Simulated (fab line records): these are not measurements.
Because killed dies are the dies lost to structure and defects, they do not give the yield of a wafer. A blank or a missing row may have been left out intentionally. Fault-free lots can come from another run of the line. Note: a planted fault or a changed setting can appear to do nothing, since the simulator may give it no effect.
fab line records | flow sfq-line
[record] lots = 7 | wafers = 21 | last-day = 76
route steps=325 shown M4@158 I4@163
lots that met no fault: taken from a fault-free run of the same line
start-h: start of the lot's first displayed wafer, in hours after the record's first day | wait-h: hours since the lot's step before | " same as the row above | L1.1+2: several wafers, shown together as one row | - no value present, or no start provided | * or withheld: withheld | < > ~ a bound
route shown NAME@n: names a module that has steps shown in the file, with the first one's number in the route | usual: the fault-free wafers' mean and standard deviation | same: alike in all rows | chamber/n: place in a boat | sites: the reading at each site | _std_site: their standard deviation | _edge_site: mean of outer sites minus mean of inner sites | radius-mm: for every site, how far away it sits from the centre of the wafer | mask NAME#n: copy n | behind: the last tool/chamber to shape the wafer | hold: the reason the lot was held/the length of the hold in hours/how it ended | device: the n, p or np transistor that did not switch | end of line: the tests these same wafers got at the end of their route | a step given without rows: its recipe and nothing more | killed: count of dies lost to structure and defects at first sort (not the wafer's yield) | map: dies across one wafer; x = killed, . = not, _ = none there
set.NAME: setting as actually run; set.NAME@STEP: the setting as run at that earlier step | model.NAME: the simulator's own value behind a step, which no gauge read
a table for each step, a row for each wafer; lots at some steps of the route
services: a tool's chamber out of use, with start hour (start-h, from the record's first day; less than 0 if before it), hours out, and reason
[[steps]]
[step SFQ_M4_OVL_MEAS_926]
[usual] M4_OVL = 1/5.8
lot.wafer | tool       | chamber | start-h | wait-h | M4_OVL[nm]
L676.1    | overlay-01 | -       | 825.71  | 0.1    | 2
L676.4    | "          | -       | "       | "      | 5
L676.6    | "          | -       | "       | "      | 4
L677.3    | overlay-01 | -       | 829.32  | 0.1    | 11
L677.4    | "          | -       | "       | "      | -4
L677.5    | "          | -       | "       | "      | 12
L678.1    | overlay-01 | -       | 832.91  | 0.1    | -11
L678.2    | "          | -       | "       | "      | -8
L678.6    | "          | -       | "       | "      | -5
L682.1    | overlay-02 | -       | 856.62  | 0.1    | 3
L682.3    | "          | -       | "       | "      | 1
L682.4    | "          | -       | "       | "      | -5
L683.1    | overlay-02 | -       | 867.42  | 0.1    | 10
L683.3    | "          | -       | "       | "      | 11
L683.5    | "          | -       | "       | "      | 10
L689.3    | overlay-01 | -       | 907.03  | 0.1    | 2
L689.4    | "          | -       | "       | "      | -9
L689.6    | "          | -       | "       | "      | 0
L691.2    | overlay-01 | -       | 916.62  | 0.1    | 8
L691.3    | "          | -       | "       | "      | 5
L691.6    | "          | -       | "       | "      | 8
[step SFQ_TRILAYER_M4_BARC_OPEN_METAL_ETCH_123]
[recipe] mask-material = PR | chemistry = O2 | target-depth-nm = 125 | target = BARC | icp-w = 600 | bias-w = 80 | pressure-mtorr = 10 | time-s = 41.7
[usual] drypump-motor-current-A = 5.8/0.38 | he-backside-leak-sccm = 3.5/0.37 | oes-product-au = 0.685/0.005
lot.wafer | tool         | chamber | start-h | wait-h | drypump-motor-current-A | he-backside-leak-sccm | oes-product-au | rf-hours-counter-h
L676.1    | rie-metal-02 | 0       | 825.74  | 0.0    | 6.3                     | 3.4                   | 0.686          | 104
L676.4    | "            | 1       | "       | "      | 5.6                     | 3.6                   | 0.684          | -
L676.6    | "            | 1       | "       | "      | 5.6                     | 3.5                   | 0.679          | -
L677.3    | rie-metal-04 | 1       | 829.36  | 0.0    | 5.9                     | 3.5                   | 0.690          | -
L677.4    | "            | 0       | "       | "      | 6.0                     | 3.3                   | 0.683          | -
L677.5    | "            | 1       | "       | "      | 5.8                     | 3.1                   | 0.688          | -
L678.1    | rie-metal-02 | 0       | 832.94  | 0.0    | 6.4                     | 3.3                   | 0.691          | 105
L678.2    | "            | 1       | "       | "      | 5.6                     | 3.7                   | 0.682          | 124
L678.6    | "            | 0       | "       | "      | 6.3                     | 4.9                   | 0.693          | -
L682.1    | rie-metal-04 | 1       | 856.65  | 0.0    | 5.8                     | 3.5                   | 0.685          | 42
L682.3    | "            | 0       | "       | "      | 6.0                     | 3.2                   | 0.688          | -
L682.4    | "            | 1       | "       | "      | 5.8                     | 3.5                   | 0.680          | -
L683.1    | rie-metal-04 | 0       | 867.45  | 0.0    | 6.0                     | 3.2                   | 0.677          | 61
L683.3    | "            | 1       | "       | "      | 5.8                     | 3.4                   | 0.687          | -
L683.5    | "            | 0       | "       | "      | 6.0                     | 3.3                   | 0.689          | -
L689.3    | rie-metal-04 | 0       | 907.07  | 0.0    | 6.0                     | 3.1                   | 0.680          | -
L689.4    | "            | 1       | "       | "      | 5.8                     | 3.4                   | 0.687          | -
L689.6    | "            | 1       | "       | "      | 5.8                     | 3.1                   | 0.686          | -
L691.2    | rie-metal-02 | 0       | 916.65  | 0.0    | 6.4                     | 3.2                   | 0.690          | 121
L691.3    | "            | 0       | "       | "      | 6.3                     | 3.4                   | 0.688          | -
L691.6    | "            | 0       | "       | "      | 6.3                     | 3.5                   | 0.670          | -
[step SFQ_TRILAYER_M4_ETCH_METAL_ETCH_096]
[recipe] target = Nb | stop-on = SiO2 | mask-material = PR | chemistry = Cl2/Ar | target-depth-nm = 240 | icp-w = 600 | bias-w = 80 | pressure-mtorr = 10 | time-s = 120
[usual] drypump-motor-current-A = 5.8/0.38 | he-backside-leak-sccm = 3.5/0.37 | oes-product-au = 0.892/0.0081
lot.wafer | tool         | chamber | start-h | wait-h | drypump-motor-current-A | he-backside-leak-sccm | oes-product-au | rf-hours-counter-h
L676.1    | rie-metal-02 | 0       | 825.80  | 0.0    | 6.3                     | 3.0                   | 0.882          | 104
L676.4    | "            | 1       | "       | "      | 5.6                     | 3.7                   | 0.896          | -
L676.6    | "            | 1       | "       | "      | 5.6                     | 3.7                   | 0.891          | -
L677.3    | rie-metal-04 | 1       | 829.45  | 0.1    | 5.8                     | 3.4                   | 0.899          | -
L677.4    | "            | 0       | "       | "      | 6.0                     | 3.1                   | 0.900          | -
L677.5    | "            | 1       | "       | "      | 5.8                     | 3.1                   | 0.901          | -
L678.1    | rie-metal-02 | 0       | 833.00  | 0.0    | 6.3                     | 3.4                   | 0.867          | 105
L678.2    | "            | 1       | "       | "      | 5.6                     | 3.7                   | 0.883          | 124
L678.6    | "            | 0       | "       | "      | 6.3                     | 3.5                   | 0.887          | -
L682.1    | rie-metal-04 | 1       | 856.71  | 0.0    | 5.8                     | 3.5                   | 0.896          | 42
L682.3    | "            | 0       | "       | "      | 6.0                     | 3.2                   | 0.894          | -
L682.4    | "            | 1       | "       | "      | 5.8                     | 3.4                   | 0.881          | -
L683.1    | rie-metal-04 | 0       | 867.51  | 0.0    | 6.0                     | 3.1                   | 0.895          | 61
L683.3    | "            | 1       | "       | "      | 5.8                     | 3.6                   | 0.887          | -
L683.5    | "            | 0       | "       | "      | 6.0                     | 3.3                   | 0.889          | -
L689.3    | rie-metal-04 | 0       | 907.15  | 0.1    | 6.0                     | 3.4                   | 0.887          | -
L689.4    | "            | 1       | "       | "      | 5.8                     | 3.4                   | 0.880          | -
L689.6    | "            | 1       | "       | "      | 5.8                     | 3.6                   | 0.888          | -
L691.2    | rie-metal-02 | 0       | 916.71  | 0.0    | 6.4                     | 3.3                   | 0.906          | 121
L691.3    | "            | 0       | "       | "      | 6.4                     | 3.2                   | 0.898          | -
L691.6    | "            | 0       | "       | "      | 6.4                     | 3.3                   | 0.896          | -
[step SFQ_TRILAYER_M4_STRIP_STRIP_097]
[recipe] gas = O2 | power-w = 200 | platen-temp-c = 40 | overash-fraction = 0.65 | chemistry = O2 | pressure-mtorr = 50
[usual] drypump-motor-current-A = 5.8/0.38 | he-backside-leak-sccm = 3.5/0.38 | oes-product-au = 1.007/0.013
lot.wafer | tool         | chamber | start-h | wait-h | drypump-motor-current-A | he-backside-leak-sccm | oes-product-au | rf-hours-counter-h
L676.1    | rie-metal-02 | 0       | 825.93  | 0.1    | 6.4                     | 3.2                   | 0.998          | 104
L676.4    | "            | 1       | "       | "      | 5.6                     | 3.7                   | 1.012          | -
L676.6    | "            | 1       | "       | "      | 5.6                     | 3.8                   | 1.002          | -
L677.3    | rie-metal-04 | 1       | 829.73  | 0.2    | 5.8                     | 3.4                   | 1.023          | -
L677.4    | "            | 0       | "       | "      | 6.0                     | 3.0                   | 1.000          | -
L677.5    | "            | 1       | "       | "      | 5.8                     | 5.4                   | 1.027          | -
L678.1    | rie-metal-02 | 0       | 833.13  | 0.1    | 6.4                     | 3.2                   | 0.978          | 105
L678.2    | "            | 1       | "       | "      | 5.6                     | 3.7                   | 1.000          | 124
L678.6    | "            | 0       | "       | "      | 6.3                     | 3.5                   | 0.999          | -
L682.1    | rie-metal-04 | 1       | 856.84  | 0.1    | 5.8                     | 3.5                   | 1.029          | 42
L682.3    | "            | 0       | "       | "      | 6.0                     | 3.1                   | 1.004          | -
L682.4    | "            | 1       | "       | "      | 5.8                     | 3.4                   | 1.020          | -
L683.1    | rie-metal-04 | 0       | 867.64  | 0.1    | 6.0                     | 3.1                   | 1.003          | 61
L683.3    | "            | 1       | "       | "      | 5.8                     | 3.3                   | 1.028          | -
L683.5    | "            | 0       | "       | "      | 6.0                     | 3.2                   | 1.002          | -
L689.3    | rie-metal-04 | 0       | 907.44  | 0.2    | 6.0                     | 3.3                   | 1.001          | -
L689.4    | "            | 1       | "       | "      | 5.8                     | 3.4                   | 1.030          | -
L689.6    | "            | 1       | "       | "      | 5.8                     | 3.5                   | 1.016          | -
L691.2    | rie-metal-02 | 0       | 916.84  | 0.1    | 6.3                     | 3.3                   | 0.983          | 121
L691.3    | "            | 0       | "       | "      | 6.4                     | 3.4                   | 1.005          | -
L691.6    | "            | 0       | "       | "      | 6.3                     | 3.2                   | 0.991          | -
[step SFQ_TRILAYER_M4_STRIP_SOLV_CLEAN_098]
[recipe] chemistry = NMP | temp-c = 70 | time-s = 600
[step SFQ_TRILAYER_I4_DEP_PECVD_099]
[recipe] material = SiO2 | temp-c = 150 | time-s = 111.11 | pressure-torr = 2.4 | rf-w = 183.3 | precursor = SiH4/N2O | target-thk-nm = 500
[usual] heater-power-w = 81/11 | throttle-valve-pct = 25.4/1.3
lot.wafer | tool     | chamber | start-h | wait-h | heater-power-w | since-wet-clean-h | throttle-valve-pct
L676.1    | pecvd-03 | 1       | 826.70  | 0.0    | 89             | 1371              | 24.1
L676.4    | "        | 1       | "       | "      | 75             | -                 | 24.2
L676.6    | "        | 2       | "       | "      | 78             | -                 | 24.7
L677.3    | pecvd-01 | 0       | 830.34  | 0.0    | 72             | -                 | 27.2
L677.4    | "        | 1       | "       | "      | 94             | -                 | 27.1
L677.5    | "        | 0       | "       | "      | 76             | -                 | 27.3
L678.1    | pecvd-01 | 1       | 833.90  | 0.0    | 86             | 995               | 26.8
L678.2    | "        | 2       | "       | "      | 81             | 995               | 24.7
L678.6    | "        | 2       | "       | "      | 83             | -                 | 24.5
L682.1    | pecvd-04 | 1       | 857.61  | 0.0    | 64             | 649               | 25.3
L682.3    | "        | 0       | "       | "      | 64             | 649               | 23.8
L682.4    | "        | 0       | "       | "      | 65             | -                 | 23.9
L683.1    | pecvd-03 | 1       | 868.59  | 0.0    | 80             | 1413              | 24.0
L683.3    | "        | 2       | "       | "      | 82             | 1413              | 24.6
L683.5    | "        | 0       | "       | "      | 102            | -                 | 25.2
L689.3    | pecvd-01 | 0       | 908.03  | 0.0    | 81             | 1069              | 27.2
L689.4    | "        | 2       | "       | "      | 80             | -                 | 24.5
L689.6    | "        | 1       | "       | "      | 93             | -                 | 27.3
L691.2    | pecvd-03 | 0       | 917.61  | 0.0    | 99             | 1462              | 25.4
L691.3    | "        | 2       | "       | "      | 71             | 1462              | 24.6
L691.6    | "        | 0       | "       | "      | 104            | -                 | 25.3
[step SFQ_TRILAYER_I4_CMP_CMP_100]
[recipe] material = SiO2 | down-force-psi = 3 | platen-rpm = 60 | pad-velocity-m-s = 0.94248
[usual] head-pressure-psi = 3.000/0.006 | motor-current-A = 9.8/0.7 | time-to-endpoint-s = 217/9.5
lot.wafer | tool   | chamber | start-h | wait-h | head-pressure-psi | motor-current-A | time-to-endpoint-s
L676.4    | cmp-01 | 2       | 873.90  | 47.1   | 3.004             | 9.5             | 232
L676.1    | "      | 3       | "       | "      | 3.005             | 9.4             | 214
L676.6    | "      | 2       | 875.90  | 49.1   | 3.001             | 9.8             | 232
L677.4    | cmp-01 | 2       | 877.40  | 47.0   | 3.003             | 10.0            | 229
L677.3    | "      | 3       | "       | "      | 2.998             | 9.7             | 216
L677.5    | "      | 2       | 879.40  | 49.0   | 2.989             | 10.3            | 233
L678.1    | cmp-02 | 3       | 882.08  | 48.1   | 3.010             | 11.5            | 207
L678.2    | "      | 0       | "       | "      | 2.998             | 10.1            | 212
L678.6    | "      | 2       | 883.58  | 49.6   | 2.997             | 9.7             | 221
L682.1    | cmp-01 | 1       | 904.40  | 46.7   | 2.997             | 9.0             | 197
L682.3    | "      | 2       | "       | "      | 3.009             | 10.0            | 213
L682.4    | "      | 3       | "       | "      | 2.998             | 9.6             | 211
L683.3    | cmp-01 | 0       | 913.40  | 44.8   | 3.006             | 9.2             | 210
L683.1    | "      | 1       | "       | "      | 3.004             | 10.2            | 198
L683.5    | "      | 0       | 915.40  | 46.7   | 2.991             | 9.5             | 222
L689.4    | cmp-01 | 3       | 958.40  | 50.3   | 3.006             | 9.3             | 210
L689.3    | "      | 0       | "       | "      | 2.999             | 9.9             | 211
L689.6    | "      | 3       | 960.40  | 52.3   | 3.005             | 9.8             | 214
L691.3    | cmp-01 | 3       | 972.81  | 55.2   | 3.000             | 9.7             | 205
L691.2    | "      | 0       | "       | "      | 3.005             | 9.7             | 205
L691.6    | "      | 0       | 975.31  | 57.6   | 3.005             | 9.5             | 211
[step SFQ_I4_BOW_MEAS_927]
[recipe] mode = bow
[usual] I4_BOW = 2/9.9
lot.wafer | tool          | chamber | start-h | wait-h | I4_BOW[um]
L676.1    | film-metro-02 | -       | 876.90  | 2.0    | 22
L676.4    | "             | -       | "       | "      | 22
L676.6    | "             | -       | "       | "      | 17
L677.3    | film-metro-04 | -       | 879.94  | 1.5    | -5
L677.4    | "             | -       | "       | "      | -7
L677.5    | "             | -       | "       | "      | 4
L678.1    | film-metro-04 | -       | 884.58  | 2.0    | 5
L678.2    | "             | -       | "       | "      | 9
L678.6    | "             | -       | "       | "      | 8
L682.1    | film-metro-02 | -       | 906.90  | 2.0    | -13
L682.3    | "             | -       | "       | "      | -18
L682.4    | "             | -       | "       | "      | -9
L683.1    | film-metro-04 | -       | 915.90  | 1.5    | -3
L683.3    | "             | -       | "       | "      | 5
L683.5    | "             | -       | "       | "      | 1
L689.3    | film-metro-01 | -       | 960.94  | 1.5    | 10
L689.4    | "             | -       | "       | "      | 7
L689.6    | "             | -       | "       | "      | 9
L691.2    | film-metro-04 | -       | 975.83  | 2.0    | 13
L691.3    | "             | -       | "       | "      | 15
L691.6    | "             | -       | "       | "      | 9
[step SFQ_TRILAYER_I4_METRO_MEASURE_101]
[step SFQ_TRILAYER_I4_VIA_LITHO_COAT_108]
[recipe] resist = BARC | spin-rpm = 3000 | resist-thk-nm = 62
[step SFQ_TRILAYER_I4_VIA_LITHO_COAT_103]
[recipe] resist = KrF | spin-rpm = 3000 | resist-thk-nm = 650
[step SFQ_TRILAYER_I4_VIA_LITHO_SOFTBAKE_107]
[recipe] temp-c = withheld | time-s = withheld | resist = KrF
[step SFQ_TRILAYER_I4_VIA_LITHO_EXPOSE_104]
[recipe] mask-id = I4 | na = 0.6 | source-shape = conventional | sigma-outer = 0.65 | target-cd-nm = 700 | dose-mj = 21.3
[usual] exposure-dose-mJ-cm2 = 21.303/0.021 | focus-offset-nm = 0.0/0.49 | na = 0.6/0
lot.wafer | tool           | chamber | start-h | wait-h | mask | exposure-dose-mJ-cm2 | focus-offset-nm | na
L676.1    | krf-scanner-01 | -       | 968.37  | -      | I4#0 | -                    | -               | -
L676.4    | "              | -       | "       | "      | I4#0 | -                    | -               | -
L676.6    | "              | -       | "       | "      | I4#0 | -                    | -               | -
L677.3    | krf-scanner-01 | -       | 972.37  | -      | I4#0 | -                    | -               | -
L677.4    | "              | -       | "       | "      | I4#0 | -                    | -               | -
L677.5    | "              | -       | "       | "      | I4#0 | -                    | -               | -
L678.1    | krf-scanner-01 | -       | 975.57  | -      | I4#0 | -                    | -               | -
L678.2    | "              | -       | "       | "      | I4#0 | -                    | -               | -
L678.6    | "              | -       | "       | "      | I4#0 | -                    | -               | -
L682.1    | krf-scanner-01 | 0       | 1030.25 | -      | I4#0 | 21.304               | -0.8            | 0.6
L682.3    | "              | 0       | "       | "      | I4#0 | 21.287               | 0.2             | 0.6
L682.4    | "              | 0       | "       | "      | I4#0 | 21.282               | 0.1             | 0.6
L683.1    | krf-scanner-01 | 0       | 1037.45 | -      | I4#0 | 21.298               | -0.5            | 0.6
L683.3    | "              | 0       | "       | "      | I4#0 | 21.311               | 0.2             | 0.6
L683.5    | "              | 0       | "       | "      | I4#0 | 21.320               | -0.5            | 0.6
L689.3    | krf-scanner-01 | 0       | 1076.25 | -      | I4#0 | 21.320               | 0.1             | 0.6
L689.4    | "              | 0       | "       | "      | I4#0 | 21.320               | 0.3             | 0.6
L689.6    | "              | 0       | "       | "      | I4#0 | 21.316               | 0.8             | 0.6
L691.2    | krf-scanner-01 | 0       | 1091.20 | -      | I4#0 | 21.314               | 0.3             | 0.6
L691.3    | "              | 0       | "       | "      | I4#0 | 21.312               | -0.5            | 0.6
L691.6    | "              | 0       | "       | "      | I4#0 | 21.256               | -0.5            | 0.6
[step SFQ_TRILAYER_I4_VIA_LITHO_PEB_106]
[recipe] peb-temp-c = 115 | peb-time-s = 60 | resist = KrF
[[services]]
tool           | chamber | start-h | hours | kind
krf-scanner-01 | -       | 803.45  | 2.3   | repair
cmp-02         | -       | 809.15  | 6.2   | pm
pecvd-03       | 2       | 809.44  | 5.0   | repair
cmp-01         | -       | 816.11  | 6.8   | pm
pecvd-03       | 0       | 819.18  | 5.1   | repair
pecvd-01       | 2       | 828.93  | 3.9   | repair
pecvd-03       | -       | 841.93  | 0.8   | repair
krf-scanner-01 | -       | 872.49  | 0.2   | repair
pecvd-04       | -       | 874.44  | 5.5   | pm
pecvd-04       | 0       | 883.65  | 11.3  | repair
rie-metal-04   | 0       | 894.63  | 3.3   | repair
rie-metal-04   | 1       | 898.53  | 3.0   | repair
krf-scanner-01 | -       | 917.32  | 0.8   | pm
pecvd-03       | -       | 926.33  | 14.6  | pm
krf-scanner-01 | -       | 939.67  | 1.0   | pm
pecvd-03       | -       | 940.93  | 14.0  | pm
cmp-01         | -       | 963.90  | 5.9   | pm
krf-scanner-01 | -       | 964.67  | 1.3   | pm
krf-scanner-01 | -       | 999.76  | 26.9  | repair
pecvd-03       | 1       | 1009.00 | 8.7   | repair
cmp-01         | -       | 1039.48 | 3.4   | repair
pecvd-01       | 2       | 1056.96 | 16.7  | repair
krf-scanner-01 | -       | 1086.65 | 0.8   | pm
cmp-01         | -       | 1090.85 | 4.0   | pm
[[key]]
[first-sign] step = SFQ_TRILAYER_I4_VIA_LITHO_EXPOSE_104 | reading = tool-record | direction = missing
effect none on later readings
met-at SFQ_TRILAYER_I4_VIA_LITHO_EXPOSE_104
struck-wafers L676.1,L676.4,L676.6,L677.3,L677.4,L677.5,L678.1,L678.2,L678.6
[fault] kind = skipped-step-whole | tool = krf-scanner-01 | chamber = - | onset-h = 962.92 | steps = SFQ_TRILAYER_I4_VIA_LITHO_EXPOSE_104 | scope = struck-lots-only
